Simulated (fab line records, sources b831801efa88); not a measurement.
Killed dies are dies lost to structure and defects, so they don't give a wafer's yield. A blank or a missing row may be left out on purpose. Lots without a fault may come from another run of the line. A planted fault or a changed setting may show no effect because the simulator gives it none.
Chamber matching | flow gf180mcu | GF_MIM_CVD_05 on pecvd-04: 3 sister chambers
The step deposits Si3N4, target thk 42 nm, time 29.086 s. 3 wafers are shown with their chamber, then 12 later ones without.

WAFERS WITH THEIR CHAMBER
wafer  | chamber | rf_fwd_power_W (W)
L090.3 | 1       | 445.4
L090.5 | 2       | 442.2
L090.6 | 0       | 445.0

WAFERS WITHOUT THEIR CHAMBER
wafer  | rf_fwd_power_W (W)
L091.1 | 445.1
L091.4 | 443.6
L091.5 | 443.5
L093.2 | 442.2
L093.4 | 444.0
L093.5 | 446.4
L094.2 | 444.1
L094.3 | 447.2
L094.4 | 447.1
L095.2 | 447.0
L095.5 | 444.4
L095.6 | 444.1

WHICH CHAMBER EACH WENT THROUGH
wafer  | from the rows above          | in truth
L091.1 | can't be placed: 0 or 1      | 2
L091.4 | can't be placed: 0 or 2 or 1 | 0
L091.5 | can't be placed: 2 or 0 or 1 | 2
L093.2 | 2                            | 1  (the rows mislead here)
L093.4 | can't be placed: 0 or 1 or 2 | 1
L093.5 | can't be placed: 1 or 0      | 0
L094.2 | can't be placed: 0 or 1 or 2 | 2
L094.3 | can't be placed: 1 or 0      | 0
L094.4 | can't be placed: 1 or 0      | 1
L095.2 | can't be placed: 1 or 0      | 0
L095.5 | can't be placed: 0 or 1 or 2 | 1
L095.6 | can't be placed: 0 or 1 or 2 | 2
Placed correctly: 0 of 12. Can't be placed from these rows: 11 (the true chamber is among the candidates in 10). Placed wrongly: 1.
How it was worked out, from the rows above alone: a wafer's distance from a chamber is the root of the sum, over the readings, of the square of ((its reading less the chamber's mean) divided by the reading's scatter). The wafer belongs to the nearest chamber; if the next one is less than 2 further off, it can't be placed. A chamber's mean is the mean of its shown wafers. The scatter: with one shown wafer a chamber, the root of the mean of the squares of how far each hidden wafer lies from its nearest shown one.
